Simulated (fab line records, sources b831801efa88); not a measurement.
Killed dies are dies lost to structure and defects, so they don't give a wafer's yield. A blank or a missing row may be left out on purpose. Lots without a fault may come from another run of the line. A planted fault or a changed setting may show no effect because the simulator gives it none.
One fault seen from 2 desks | flow sky130 | each desk has only its own numbers; what lay behind them comes last

THE METROLOGY DESK
What the gauges read, lot by lot, whatever tool the lot ran on: means of the sampled wafers that have a number. A lot is out of limits, marked OUT, if its mean lies more than 4 standard deviations from the usual mean; the brackets give that distance.
Columns: A = FIELD_ISO_CVD_24_THK at SKY_FIELD_ISO_THK_MEAS_25, usual 590 nm; B = VT_ADJUST_HVTR_TW at SKY_VT_ADJUST_HVTR_TW_MEAS_11, usual 210.1; C = POLY_GATE_OVL at SKY_POLY_GATE_OVL_MEAS_14, usual -2 nm
lot  | first seen here | A   | B                | C
L555 | day 3 09:34     | 593 | 210.1            | 0
L556 | day 3 14:56     | 593 | 211.9            | 4
L559 | day 4 15:56     | 591 | 222.3 (+8.7) OUT | 2
L560 | day 4 15:57     | 592 | 221.5 (+8.1) OUT | -2
L561 | day 4 16:01     | 591 | 210.0            | -10
L562 | day 4 23:50     | 591 | 224.3 (+10) OUT  | -8
L565 | day 5 11:58     | 589 | 212.2            | -1
L567 | day 6 00:38     | 591 | 207.6            | -3
L568 | day 6 08:34     | 584 | 209.8            | 3
L570 | day 6 14:25     | 588 | 210.1            | -1
L572 | day 7 01:07     | 592 | 208.9            | 6
L573 | day 7 06:21     | 593 | 209.3            | 2
This desk's finding: out of limits on L559, L560, L562; first on L560, day 12 16:28 (VT_ADJUST_HVTR_TW at SKY_VT_ADJUST_HVTR_TW_MEAS_11). In limits: L555, L556, L561, L565, L567, L568, L570, L572, L573.

THE TOOL OWNER'S DESK: implanter-03
The tool's own readings at SKY_VT_ADJUST_HVTR_IMPLANT_09: means of the sampled wafers that have a number, for each lot that ran on this tool. A lot is out of limits, marked OUT, if its mean lies more than 4 standard deviations from the usual mean; the brackets give that distance.
Columns: A = beam_on_s at SKY_VT_ADJUST_HVTR_IMPLANT_09, usual 10.02 s; B = end_station_pressure_torr at SKY_VT_ADJUST_HVTR_IMPLANT_09, usual 5.04e-06 Torr; C = faraday_current_uA at SKY_VT_ADJUST_HVTR_IMPLANT_09, usual 11.83
lot  | first seen here | A               | B                          | C
L556 | day 11 02:40    | 9.92            | 4.96e-06                   | 11.93
L560 | day 12 16:14    | 12.31 (+12) OUT | 1.07e-04 (+99 or more) OUT | 9.68 (-9.4) OUT
L559 | day 12 17:10    | 12.27 (+12) OUT | 9.89e-05 (+99 or more) OUT | 9.74 (-9.1) OUT
L562 | day 13 05:29    | 12.37 (+12) OUT | 1.04e-04 (+99 or more) OUT | 9.68 (-9.3) OUT
L570 | day 15 11:31    | 9.82            | 5.32e-06                   | 12.06
L573 | day 16 13:20    | 10.00           | 5.16e-06                   | 11.85
This desk's finding: out of limits on L559, L560, L562; first on L560, day 12 16:14 (beam_on_s at SKY_VT_ADJUST_HVTR_IMPLANT_09). In limits: L556, L570, L573.

PUT TOGETHER
The tool owner's desk could have raised an alarm at day 12 16:14, on L559, L560, L562.
The metrology desk could have raised an alarm at day 12 16:28, on L559, L560, L562.
Of the lots named, all ran SKY_VT_ADJUST_HVTR_IMPLANT_09 on implanter-03.

WHAT THE SIMULATOR HAD PUT IN
Process parameter drift: implanter-03, from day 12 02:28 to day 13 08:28, at SKY_VT_ADJUST_HVTR_IMPLANT_09. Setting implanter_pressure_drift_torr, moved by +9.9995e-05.
Process parameter drift: implanter-03, from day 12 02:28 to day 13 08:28, at SKY_VT_ADJUST_HVTR_IMPLANT_09. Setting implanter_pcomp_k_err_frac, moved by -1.
Lots struck among those shown: L559, L560, L562.
Hours from the fault's start to each desk's first reading out of limits: the tool owner's desk, 14; the metrology desk, 14.
